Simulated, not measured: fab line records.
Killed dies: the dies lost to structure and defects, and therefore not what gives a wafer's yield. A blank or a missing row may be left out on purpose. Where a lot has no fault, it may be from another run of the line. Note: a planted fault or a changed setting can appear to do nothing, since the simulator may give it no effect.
Which tool is to blame?	flow sky130	12 lots with 36 wafers sampled at 3 steps, on a route of 708 steps

## WHAT THE GAUGES SHOWED, per wafer
SKY_POLY_GATE_THK_MEAS_21.
lot	measured	on	POLY_GATE_OXIDATION_THK (nm)
L471	day 16 14:38	film metro-03	3.89 3.91 3.98
L472	day 16 23:49	film metro-01	4.02 3.99 4.11
L475	day 17 22:54	film metro-02	4.08 4.08 4.06
L476	day 18 09:56	film metro-02	3.96 4.06 4.05
L478	day 19 13:44	film metro-03	4.03 4.07 4.05
L479	day 19 17:37	film metro-03	4.19 4.11 4.10
L484	day 21 12:43	film metro-03	6.00 6.06 6.09
L485	day 21 20:49	film metro-01	6.11 6.10 6.18
L490	day 23 12:34	film metro-03	3.98 3.99 3.99
L492	day 24 11:12	film metro-03	4.06 4.09 4.04
L493	day 25 01:11	film metro-02	3.83 3.84 3.91
L494	day 25 12:01	film metro-01	3.97 3.85 3.92

SKY_LDD_LDN_OVL_MEAS_07.
lot	measured	on	LDD_LDN_OVL (nm)
L471	day 22 22:29	overlay-01	0.3 0.9 0.1
L472	day 23 08:18	overlay-02	-1.8 -1.8 -2.9
L475	day 24 08:21	overlay-02	-0.1 -0.7 0.0
L476	day 24 20:33	overlay-02	0.3 -1.4 -1.0
L478	day 25 21:59	overlay-01	-1.4 -2.2 0.0
L479	day 26 01:15	overlay-01	1.0 1.6 2.1
L484	day 27 19:19	overlay-01	0.1 -1.0 0.2
L485	day 28 02:05	overlay-01	0.6 0.0 0.0
L490	day 29 14:24	overlay-01	0.8 0.1 0.2
L492	day 30 11:59	overlay-01	-0.8 0.2 1.1
L493	day 31 02:21	overlay-01	1.4 1.0 1.1
L494	day 31 11:26	overlay-01	-0.1 -0.9 -0.6

## EACH LOT AND THE TOOL THAT RAN IT (in order: tool; ch and the chambers of the sampled wafers; start)
lot	SKY_POLY_GATE_OXIDATION_20
L471	furnace-02 ch 0, day 16 13:23
L472	furnace-01 ch 0, day 16 22:34
L475	furnace-01 ch 0, day 17 21:39
L476	furnace-01 ch 0, day 18 08:41
L478	furnace-01 ch 0, day 19 12:29
L479	furnace-01 ch 0, day 19 16:20
L484	furnace-01 ch 0, day 21 11:26
L485	furnace-01 ch 0, day 21 19:34
L490	furnace-02 ch 0, day 23 11:17
L492	furnace-02 ch 0, day 24 09:57
L493	furnace-01 ch 0, day 24 23:56
L494	furnace-02 ch 0, day 25 10:45
- SKY_POLY_GATE_OXIDATION_20: stabilise 600 s, purge 300 s, target thk 4 nm.

## AS READ BY THE TOOLS THEMSELVES (means over the sampled wafers that have a number; for cases with no such wafer, the mark the record gives instead)
SKY_POLY_GATE_OXIDATION_20.
lot	tool	spike tc bottom C (C)	spike tc centre C (C)	spike tc lower C (C)	spike tc top C (C)	spike tc upper C (C)	tube center temp C (C)	tube_center_temp_C_max	zone power bottom pct (%)	zone power centre pct (%)	zone power upper pct (%)
L471	furnace-02	868.6	849.6	851.3	864.0	851.0	850	852.0	23.0	16.77	17.3
L472	furnace-01	867.3	851.8	852.0	866.1	852.4	850	851.9	24.7	16.38	17.8
L475	furnace-01	867.7	850.8	850.7	865.6	851.2	850	851.9	24.6	16.35	17.7
L476	furnace-01	867.8	851.7	851.1	865.8	852.0	850	852.1	24.3	16.50	17.8
L478	furnace-01	867.7	851.5	850.4	866.0	852.3	850	852.1	24.7	16.34	17.8
L479	furnace-01	866.5	851.3	850.5	866.6	851.2	850	852.1	24.6	16.33	17.6
L484	furnace-01	901.6	885.1	886.3	900.7	887.1	885	887.1	26.5	17.89	19.3
L485	furnace-01	901.0	885.3	885.9	899.5	886.3	885	887.3	26.8	17.67	19.3
L490	furnace-02	869.7	850.8	850.1	862.7	852.3	850	852.2	23.2	16.78	17.2
L492	furnace-02	868.5	851.1	850.7	864.5	851.3	850	852.4	23.3	16.83	17.3
L493	furnace-01	868.0	850.7	849.8	866.4	851.5	850	851.9	24.8	16.61	17.7
L494	furnace-02	869.1	850.8	850.0	862.9	850.7	850	851.9	22.9	16.63	17.4

## THE ANSWER, worked out from the rows above alone
Rule: the usual values come from the lots themselves. Put in order of their means at a reading, lots are off if they are a third of the lots or fewer, leave a main group of 4 or more, and stand apart from it by a gap of 3 or more times the standard deviation of the main group's means; of several such gaps the widest counts. The tables above print the reading to a certain number of digits; a main group whose means all agree to those digits is not used. A lot without any number at a reading at which 4 lots or more have one is off too. All remaining lots with rows at the step are treated as sound. After the gauges, taken in route order, come the tools' own readings; for these a lot's mean is taken, as printed above. At the first step where some lot is off, the reading lying furthest off is the one used; lots without a number count as furthest.
Off: L484, L485, at SKY_POLY_GATE_THK_MEAS_21 (POLY_GATE_OXIDATION_THK). Mean 4.01 nm and standard deviation 0.08 in the main group.
A tool fits if, at a process step before that reading, it ran every lot that is off, and no sound lot after the first of them. Not tried: the gauges at SKY_POLY_GATE_THK_MEAS_21; whatever is off there is also off at SKY_POLY_GATE_OXIDATION_20, on other tools, and gauge error can't account for it. No candidate that was tried fits.

## WHAT THE SIMULATOR HAD PUT IN
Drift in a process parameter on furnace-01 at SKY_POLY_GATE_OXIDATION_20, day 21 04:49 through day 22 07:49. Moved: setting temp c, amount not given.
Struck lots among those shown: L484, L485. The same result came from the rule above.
